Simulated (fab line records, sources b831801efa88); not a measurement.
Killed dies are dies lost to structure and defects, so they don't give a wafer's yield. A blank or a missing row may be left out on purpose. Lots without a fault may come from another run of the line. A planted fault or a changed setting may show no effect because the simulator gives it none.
fab line records | flow sfq_line
record lots=13 wafers=39 last_day=91
route steps=325 shown M3@129
lots that met no fault: from a run of the same line without faults
start_h: hours from the record's first day to the start of the lot's first wafer shown | wait_h: hours since the lot's step before | " the same as in the row above | L1.1+2: a row that stands for several wafers | - no value, or no start given | * or withheld: withheld | < > ~ a bound
route shown NAME@n: a module of which the file shows steps, and the number in the route of the first | usual: mean/standard deviation of fault-free wafers | same: alike in all rows | chamber/n: place in a boat | sites: the reading at each site | _std_site: their standard deviation | _edge_site: outer sites' mean less inner sites' | radius_mm: how far each site lies from the wafer's centre | mask NAME#n: copy n | behind: the tool/chamber that last shaped the wafer | hold: why the lot was held/for how many hours/how that ended | device: the transistor (n, p or np) that didn't switch | end of line: the same wafers' tests at the end of the route | a step without rows: its recipe alone | killed: dies lost to structure and defects at the first sort, not the wafer's yield | map: a wafer's dies, x killed, . not, _ none there
set.NAME: the setting as run; set.NAME@STEP: as run at that earlier step | model.NAME: the simulator's own value behind a step, which no gauge read
steps of the route over a sample of lots; a table a step, a row a wafer
services: from which hour (start_h, from the record's first day; less than 0 if before it) a tool's chamber was out of use, for how many hours, and why
## steps
# step SFQ_TRILAYER_M3_BARC_OPEN_METAL_ETCH_100
# recipe mask_material=PR chemistry=O2 target_depth_nm=125 target=BARC icp_w=600 bias_w=80 pressure_mtorr=10 time_s=41.7
# usual bias_w=80.02/0.23 drypump_motor_current_A=5.5/0.54 oes_product_au=0.685/0.0049 run_length_s=70.4/0.88
# columns lot.wafer tool chamber start_h wait_h bias_w drypump_motor_current_A oes_product_au rf_hours_counter_h run_length_s
L549.1 rie_metal-04 1 844.11 0.0 79.71 6.2 0.687 95 70.7
L549.2 " 0 " " 79.95 5.0 0.685 151 70.5
L549.6 " 0 " " 79.81 5.0 0.674 - 70.1
L550.1 rie_metal-04 1 854.91 0.0 80.19 6.2 0.689 96 70.7
L550.4 " 1 " " 80.37 6.2 0.686 - 70.7
L550.6 " 0 " " 80.32 5.0 0.694 - 70.8
L551.3 rie_metal-01 0 859.73 0.0 79.90 5.8 0.685 - 69.4
L551.4 " 1 " " 80.21 5.0 0.686 - 71.2
L551.5 " 1 " " 79.95 5.0 0.688 - 70.6
L553.1 rie_metal-04 1 884.72 0.0 79.82 6.2 0.688 101 71.0
L553.4 " 1 " " 80.04 6.1 0.690 - 70.5
L553.6 " 1 " " 79.81 6.1 0.689 - 70.6
L554.1 rie_metal-02 0 888.32 0.0 79.80 5.8 0.680 26 69.9
L554.4 " 1 " " 80.07 4.8 0.682 - 69.2
L554.6 " 0 " " 79.67 5.8 0.680 - 70.1
L555.2 rie_metal-01 0 903.88 0.0 80.45 5.9 0.686 150 69.3
L555.3 " 0 " " 79.99 5.9 0.689 - 69.4
L555.5 " 0 " " 80.35 5.9 0.683 - 69.7
L556.2 rie_metal-01 0 918.50 0.0 79.43 5.8 0.682 151 73.0
L556.3 " 1 " " 79.94 5.0 0.679 - 73.9
L556.4 " 0 " " 79.62 5.8 0.697 - 72.5
L558.1 rie_metal-01 0 929.30 0.0 79.55 5.8 0.686 152 69.5
L558.2 " 1 " " - 5.0 0.747 132 66.0
L558.6 " 1 " " 80.12 5.0 0.682 - 71.0
L561.1 rie_metal-04 0 949.70 0.0 80.32 5.0 0.689 2 69.9
L561.2 " 1 " " 80.00 6.2 0.686 111 70.9
L561.5 " 1 " " 79.86 6.2 0.688 - 71.3
L568.2 rie_metal-04 1 1000.12 0.0 80.24 6.2 0.685 117 70.8
L568.5 " 0 " " 79.59 5.0 0.683 - 70.1
L568.6 " 1 " " 80.10 6.2 0.684 - 71.3
L570.2 rie_metal-02 1 1029.78 0.0 79.83 4.8 0.689 133 68.9
L570.3 " 0 " " 79.97 5.8 0.697 - 70.6
L570.6 " 0 " " 80.06 5.8 0.676 - 70.2
L571.1 rie_metal-04 0 1043.11 0.0 80.44 5.0 0.678 13 70.0
L571.2 " 1 " " 80.07 6.2 0.697 123 71.0
L571.6 " 1 " " 80.17 6.2 0.682 - 71.4
L572.1 rie_metal-04 1 1057.51 0.0 80.59 6.2 0.678 124 70.5
L572.2 " 0 " " 79.99 5.0 0.691 15 70.1
L572.4 " 1 " " 80.40 6.2 0.683 - 71.2
## services
# columns tool chamber start_h hours kind
rie_metal-04 - 866.13 0.2 repair
rie_metal-04 0 884.33 - clean
rie_metal-04 0 884.33 36.7 scheduled_down
rie_metal-04 0 884.33 36.7 vent_cycle
rie_metal-01 1 938.57 10.9 repair
rie_metal-01 0 949.45 - clean
rie_metal-01 0 949.45 17.3 scheduled_down
rie_metal-01 0 949.45 17.3 vent_cycle
rie_metal-02 - 951.62 0.3 repair
rie_metal-04 - 954.85 2.8 pm
rie_metal-04 - 968.28 1.4 pm
rie_metal-01 - 1004.31 0.3 repair
rie_metal-01 1 1012.35 - clean
rie_metal-01 1 1012.35 21.2 scheduled_down
rie_metal-01 1 1012.35 21.2 vent_cycle
rie_metal-02 1 1041.49 - clean
rie_metal-02 1 1041.49 30.0 scheduled_down
rie_metal-02 1 1041.49 30.0 vent_cycle
## key
first_sign step=SFQ_TRILAYER_M3_BARC_OPEN_METAL_ETCH_100 reading=oes_product_au direction=up sigmas=13 usual=0.685 struck=0.747
effect step=SFQ_TRILAYER_M3_BARC_OPEN_METAL_ETCH_100 reading=run_length_s direction=down sigmas=5 usual=* struck=*
met_at SFQ_TRILAYER_M3_BARC_OPEN_METAL_ETCH_100
struck_lots L558
struck_wafers L558.2
onset_between 918.50 929.30
fault kind=process_parameter_drift tool=rie_metal-01 chamber=- onset_h=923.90 steps=SFQ_TRILAYER_M3_BARC_OPEN_METAL_ETCH_100 channel=time_s offset=* shape=step end_h=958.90 scope=struck_wafers_only acts_in=* stated=*
